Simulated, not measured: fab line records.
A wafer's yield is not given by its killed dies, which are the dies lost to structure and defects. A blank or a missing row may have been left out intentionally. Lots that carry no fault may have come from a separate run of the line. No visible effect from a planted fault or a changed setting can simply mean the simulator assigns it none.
Split-lot trial    flow gf180mcu    route with 602 steps; 5 lots, 23 wafers read

## SPLIT DETAILS
At GF_PASSIVATION_STRIP_12 (strips in O2/N2), the setting pressure_mtorr was moved away from the recipe's 1500 mTorr on 15 of the 23 wafers read, by -10.9% to +4.9%. This setting was run at the recipe's value on the other wafers.

The reading comes from the split's own step.

## THE READING
oes_product_au, in a.u., at GF_PASSIVATION_STRIP_12 (strips in O2/N2). On this fab line, fault-free wafers typically give 0.720 a.u. with a standard deviation of 0.0043 a.u.

wafer   tool, chamber at the split  pressure_mtorr as run, mTorr  against the recipe  oes_product_au, a.u.  against lot-mates on the recipe
L076.3  plasma_asher-01, 1          1500                          recipe              0.712                 -
L076.4  plasma_asher-01, 0          1500                          recipe              0.718                 -
L076.5  plasma_asher-01, 0          1500                          recipe              0.715                 -
L078.1  plasma_asher-03, 1          1574                          +4.9%               0.722                 no lot-mate on the recipe
L078.2  plasma_asher-03, 0          1574                          +4.9%               0.728                 no lot-mate on the recipe
L078.4  plasma_asher-03, 1          1574                          +4.9%               0.724                 no lot-mate on the recipe
L078.5  plasma_asher-03, 0          1574                          +4.9%               0.726                 no lot-mate on the recipe
L078.6  plasma_asher-03, 1          1574                          +4.9%               0.726                 no lot-mate on the recipe
L079.1  plasma_asher-03, 0          1500                          recipe              0.721                 -
L079.2  plasma_asher-03, 1          1500                          recipe              0.716                 -
L079.3  plasma_asher-03, 0          1500                          recipe              0.719                 -
L079.5  plasma_asher-03, 0          1500                          recipe              0.721                 -
L079.6  plasma_asher-03, 1          1500                          recipe              0.724                 -
L082.1  plasma_asher-01, 1          1354                          -9.7%               0.700                 no lot-mate on the recipe
L082.2  plasma_asher-01, 0          1354                          -9.7%               0.708                 no lot-mate on the recipe
L082.3  plasma_asher-01, 1          1354                          -9.7%               0.708                 no lot-mate on the recipe
L082.5  plasma_asher-01, 0          1354                          -9.7%               0.706                 no lot-mate on the recipe
L082.6  plasma_asher-01, 1          1354                          -9.7%               0.707                 no lot-mate on the recipe
L083.1  plasma_asher-03, 0          1337                          -10.9%              0.705                 no lot-mate on the recipe
L083.2  plasma_asher-03, 1          1337                          -10.9%              0.700                 no lot-mate on the recipe
L083.3  plasma_asher-03, 0          1337                          -10.9%              0.708                 no lot-mate on the recipe
L083.4  plasma_asher-03, 1          1337                          -10.9%              0.703                 no lot-mate on the recipe
L083.5  plasma_asher-03, 1          1337                          -10.9%              0.706                 no lot-mate on the recipe

THE FIT
A straight line over all 23 wafers: oes_product_au changes by +0.00131 a.u. for each +1% of pressure_mtorr; r = +0.94; the points scatter about the line by 0.0031 a.u.
Too few moved wafers have a lot-mate on the recipe to fit a line with each lot's own level taken away.
Tool readings at the split's step, against how far the setting was moved: oes_product_au r = +0.94; strip_time_to_endpoint_s r = -0.96.

## THE WHOLE CHAIN: every reading that the file lists as answering this split, in the file's order
step                     what it does     reading                   change (the file's fit)                    r (the file's)
GF_PASSIVATION_STRIP_12  strips in O2/N2  oes_product_au            +0.00132 a.u. for each +1% of the setting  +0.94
GF_PASSIVATION_STRIP_12  strips in O2/N2  strip_time_to_endpoint_s  withheld for each +1% of the setting       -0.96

## FILE'S OWN FIT
oes_product_au changes by +0.00132 a.u. for each +1% of pressure_mtorr, r = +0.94.
